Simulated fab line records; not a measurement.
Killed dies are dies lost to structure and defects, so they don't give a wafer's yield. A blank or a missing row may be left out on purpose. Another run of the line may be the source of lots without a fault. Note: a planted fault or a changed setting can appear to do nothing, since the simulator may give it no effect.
What tool caused it? | flow sky130 | 11 lots with 33 wafers sampled at 4 steps, on a route of 708 steps

## WHAT THE GAUGES READ, wafer by wafer
SKY_CAP2M_THK_MEAS_01.
lot  | measured     | on            | CAP2M_CVD_00_THK (nm)
L586 | day 39 15:37 | film_metro-03 | 15.55 15.32 15.98
L589 | day 40 10:16 | film_metro-03 | 15.05 15.18 15.43
L590 | day 40 19:05 | film_metro-02 | 15.25 15.90 15.65
L592 | day 41 09:00 | film_metro-02 | 15.14 15.12 15.59
L596 | day 42 17:13 | film_metro-03 | 15.48 15.86 15.77
L601 | day 44 04:12 | film_metro-04 | 15.26 15.29 15.59
L602 | day 44 07:46 | film_metro-04 | 15.14 25.36 15.55
L606 | day 45 11:31 | film_metro-03 | 25.13 15.80 25.46
L605 | day 45 13:01 | film_metro-04 | 15.89 15.47 16.10
L608 | day 45 19:28 | film_metro-02 | 15.78 15.64 15.44
L609 | day 45 23:40 | film_metro-03 | 15.58 16.09 15.56

## WHICH TOOL RAN EACH LOT (tool, then ch and the chambers of the sampled wafers, then the start)
lot  | SKY_METAL3_ETCH_16                | SKY_VIA3_SPUTTER_20          | SKY_CAP2M_CVD_00
L586 | rie_metal-03 ch 0, day 38 10:43   | pvd_sputter-04, day 39 14:46 | pecvd-01 ch 0,2, day 39 15:35
L589 | rie_metal-03 ch 0, day 39 05:56   | pvd_sputter-01, day 40 09:25 | pecvd-02 ch 0,1, day 40 10:14
L590 | rie_metal-02 ch 1, day 39 15:35   | pvd_sputter-03, day 40 17:53 | pecvd-01 ch 0,1,2, day 40 19:02
L592 | rie_metal-02 ch 0,1, day 40 04:57 | pvd_sputter-04, day 41 08:08 | pecvd-02 ch 1,2, day 41 08:58
L596 | rie_metal-03 ch 1, day 41 15:35   | pvd_sputter-01, day 42 16:22 | pecvd-04 ch 0,2, day 42 17:11
L601 | rie_metal-02 ch 0,1, day 43 03:18 | pvd_sputter-04, day 44 03:22 | pecvd-01 ch 0,1, day 44 04:11
L602 | rie_metal-03 ch 0,1, day 43 06:06 | pvd_sputter-01, day 44 06:55 | pecvd-01 ch 0,1,2, day 44 07:43
L606 | rie_metal-03 ch 0,1, day 44 10:29 | pvd_sputter-04, day 45 10:40 | pecvd-01 ch 0,1, day 45 11:29
L605 | rie_metal-02 ch 0,1, day 44 11:52 | pvd_sputter-03, day 45 12:09 | pecvd-04 ch 0,1,2, day 45 12:59
L608 | rie_metal-02 ch 0,1, day 44 18:22 | pvd_sputter-04, day 45 18:36 | pecvd-02 ch 0,1,2, day 45 19:26
L609 | rie_metal-01 ch 0,1, day 44 23:13 | pvd_sputter-03, day 45 22:33 | pecvd-04 ch 0,1,2, day 45 23:38
- SKY_METAL3_ETCH_16: etches BARC in N2/H2, stops on SiO2, time 88.2 s, target depth 60 nm.
- SKY_VIA3_SPUTTER_20: material TiN, target thk 20 nm, time 80 s.
- SKY_CAP2M_CVD_00: deposits SiO2, target thk 15.5 nm.

## THE ANSWER, worked out from the rows above alone
Rule: the usual values come from the lots themselves. The widest of any qualifying gaps counts: lots, ordered by their means at a reading, are off when they make up no more than a third of the lots, leave a main group of 4 or more, and stand apart from it by 3 or more times the standard deviation of that group's means. The tables above print the reading to a certain number of digits; a main group whose means all agree to those digits is not used. A lot without any number at a reading at which 4 lots or more have one is off too. Any other lot the step has rows for is counted as sound.
Off: L602, L606, at SKY_CAP2M_THK_MEAS_01 (CAP2M_CVD_00_THK). The main group: mean 15.55 nm, standard deviation 0.2.
If a tool, at a process step before that reading, ran all the lots that are off and no sound lot after the first of them, it fits. The gauges at SKY_CAP2M_THK_MEAS_01 are tried like those tools. Can't be told from this: 2 tools fit, rie_metal-03 at SKY_METAL3_ETCH_16, pecvd-01 at SKY_CAP2M_CVD_00.

## WHAT THE SIMULATOR PUT IN
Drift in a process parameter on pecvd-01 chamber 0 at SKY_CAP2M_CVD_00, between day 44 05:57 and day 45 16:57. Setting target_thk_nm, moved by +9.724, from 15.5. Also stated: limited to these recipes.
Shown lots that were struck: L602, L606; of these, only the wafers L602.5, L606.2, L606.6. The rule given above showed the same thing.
